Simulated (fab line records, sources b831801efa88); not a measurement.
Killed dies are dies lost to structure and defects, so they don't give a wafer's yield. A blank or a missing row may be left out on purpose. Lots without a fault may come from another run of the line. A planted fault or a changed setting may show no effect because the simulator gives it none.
A struck lot beside a sound one | flow gf180mcu | 15 steps out of a route of 602
Sound: wafers L642.3, L642.4, L642.5. Struck: wafer L651.3. (L651.2, L651.4 of the same lot were not struck and are left out.) The cause comes at the end.
At each step with rows: each side's tool, then ch and its chambers, then its first start. Under that, the readings that differ: sound wafers | struck wafers | difference of the means | sigmas: that difference in standard deviations of wafers without a fault.
alike: readings whose means differ by less than 2 such deviations, and words and numbers that are the same on both sides. not compared: withheld readings, readings that some wafer has no value for, bounds like >300 that may hide the same value, and numbers for which the record gives no deviation and whose values overlap.
The two part at a step that has a row with sigmas, a row that says differs or no value, or rows on one side only. Numbers that don't overlap but have no deviation are shown without sigmas and don't part them. A reading that every wafer of one side lacks parts them only if that side has two wafers or more.

first, 3 steps without rows for these wafers: GF_V5_EXPOSE_11 (exposes mask Via5, target cd 260 nm); GF_V5_PEB_12 (peb time 90 s); GF_V5_DEVELOP_13 (develop time 60 s).
GF_V5_CD_MEAS_14: target cd 260 nm.
  sound on cd_sem-02, day 31 09:05; struck on cd_sem-01, day 33 12:49
  alike: cd_nm
GF_V5_OVL_MEAS_15:
  sound on overlay-02, day 31 09:11; struck on overlay-01, day 33 12:56
  reading     | sound      | struck | difference | sigmas
  V5_OVL (nm) | -13 -9 -10 | 3      | +14        | +2
GF_V5_ETCH_16: etches BARC in N2/H2.
  sound on rie_diel-03 ch 0,2, day 31 09:13; struck on rie_diel-01 ch 3, day 33 12:58
  alike: drypump_motor_current_A, oes_product_au, throttle_valve_pct
GF_V5_ETCH_17: etches SiO2 in C4F8/O2/Ar, stops on TiN, target depth 855 nm.
  sound on rie_diel-03 ch 0,2; struck on rie_diel-01 ch 3
  alike: oes_product_au
GF_V5_STRIP_18: strips in O2/N2.
  sound on plasma_asher-03 ch 0,1, day 31 09:23; struck on plasma_asher-03 ch 0, day 33 13:07
  alike: drypump_motor_current_A, heater_power_w, oes_product_au
  not compared: rf_hours_counter_h
then, 2 steps without rows for these wafers: GF_V5_STRIP_19 (strips in post etch residue remover, time 1200 s); GF_V5_CLEAN_20 (cleans in DIW).
GF_V5_SPUTTER_21: material Ti, target thk 15 nm, time 80.02 s.
  sound on pvd_sputter-04, day 31 09:53; struck on pvd_sputter-04, day 33 13:38
  reading              | sound                | struck | difference | sigmas
  substrate_temp_c (C) | 199.89 200.28 200.18 | 199.77 | -0.35      | -2
  alike: throttle_valve_pct
GF_V5_SPUTTER_22: material TiN, target thk 10 nm, time 40 s.
  sound on pvd_sputter-04, day 31 09:57; struck on pvd_sputter-04, day 33 13:42
  alike: throttle_valve_pct
GF_V5_CVD_23: deposits W, target thk 350 nm, time 104.9 s.
  sound on cvd_w-01 ch 0,1, day 31 10:02; struck on cvd_w-02 ch 0, day 33 13:44
  reading                          | sound             | struck | difference | sigmas
  chamber_pressure_Torr (Torr)     | 39.92 40.00 39.86 | 37.33  | -2.60      | -32
  model.W_of_V5_CVD_23.thk_nm (nm) | 346 343.1 346.2   | 341.4  | -3.7       |
  alike: heater_power_outer_w, heater_power_w
GF_V5_RS_MEAS_24: measures by four-point-probe.
  sound on film_metro-01, day 31 10:09; struck on film_metro-01, day 33 13:53
  alike: V5_W_RS
GF_PASSIVATION_PROBE_99:
  the record has rows for the sound wafers here (prober-01, day 33 00:55) and none for the struck ones

WHERE THEY PART
First at GF_V5_OVL_MEAS_15; last, within this record, at GF_PASSIVATION_PROBE_99.

WHY: what the simulator had put in
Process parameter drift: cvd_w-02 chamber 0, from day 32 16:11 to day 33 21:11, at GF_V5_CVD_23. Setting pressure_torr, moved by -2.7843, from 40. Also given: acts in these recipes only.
